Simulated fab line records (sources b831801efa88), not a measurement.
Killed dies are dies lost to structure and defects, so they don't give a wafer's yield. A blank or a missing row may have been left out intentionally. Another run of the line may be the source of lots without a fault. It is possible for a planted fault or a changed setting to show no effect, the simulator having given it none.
Code-filled problem report in 8D (eight disciplines) form / flow gf180mcu / the parts of the form that need people (team, actions taken, sign-off) are left out

## 1. THE PROBLEM
Mean of time to endpoint s at GF_V3_CMP_04: 108 s across 2 wafers in 2 lots; on wafers with no fault it is 77 s (standard deviation 4). That puts it +7.8 standard deviations away from the usual mean.
The step: polishes SiO2.
First seen on wafer L292.4, day 23 15:17, on cmp-02. The record holds 36 wafers of 12 lots with a number at this step. The rule behind "out" and "out of limits": a value lying over 4 standard deviations away from the usual mean. The rest of the wafers with a number are treated as sound.

## 2. WHAT IT IS, WHAT IT ISN'T
question=which readings at this step | is=time to endpoint s | is not=motor current A
question=which lots | is=L292, L293 | is not=L286, L298, L300, L302, L304, L305, L306, L307, L308, L309
question=which wafers of those lots | is=L292.4, L293.2 | is not=L292.2, L292.3, L293.3, L293.6
question=read on which tools | is=cmp-02 | is not=cmp-01
question=when | is=from day 23 15:17 | is not=up to then (5 sound wafers); but 29 sound wafers of L293, L298, L300, L302, L304, L305, L306, L307, L308, L309 came after

## 3. THE SUSPECTS, EACH WITH WHAT RULES IT OUT
Counting: if a tool at a process step up to the reading ran every lot that is out, it stays a suspect. Sound lots after the first of them don't rule it out here, since some wafers of a struck lot are sound.
- cmp-02 at GF_V3_CMP_04 (polishes SiO2): kept. Ran every lot that is out, first one L292 (day 23 15:17); last sound lot up to then L286 (day 21 07:51). On those wafers its own readings are out: time to endpoint s.
- At GF_V3_CMP_04, inside cmp-02: chamber 2 took the wafers that are out, while their sound lot-mates went through chambers 0, 1, 3.
The count leaves cmp-02 at GF_V3_CMP_04.

## 4. THE CAUSE (what the simulator had put in)
cmp-02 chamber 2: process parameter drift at GF_V3_CMP_04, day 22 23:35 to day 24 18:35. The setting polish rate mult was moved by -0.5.
The count eliminated every tool but this one.

## 5. THE CHAIN OF EFFECTS, in route order
Rows list readings where the struck wafers' mean (over those with a number) sits beyond 3 standard deviations from the usual. Only readings whose record carries a usual standard deviation are examined. hours: median over the lots of the time between each lot's start at the first step of this table that gives one and its start at this step. sigmas: the change, counted in usual standard deviations.
hours=0; step=GF_V3_CMP_04; reading=time to endpoint s; usual=77 s; on struck wafers=108; change=+31; sigmas=+7.8
hours=-; step=GF_V3_ETCH_17; reading=oes product au; usual=0.856 a.u.; on struck wafers=0.915; change=+0.059; sigmas=+12
Process steps it contains:
- GF_V3_CMP_04: polishes SiO2.
- GF_V3_ETCH_17: etches SiO2 in C4F8/O2/Ar, stops on TiN, target depth 635 nm.
At these later measuring or inspecting steps, every struck wafer for which the step has a row has a number for every such reading, and none has moved that far: GF_V3_BOW_MEAS_05, GF_V3_OVL_MEAS_15.

## 6. HOW IT WOULD HAVE BEEN CAUGHT EARLIER
16 hours passed between the start of the fault at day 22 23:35 and the first reading out of limits in this record, taken at day 23 15:17.
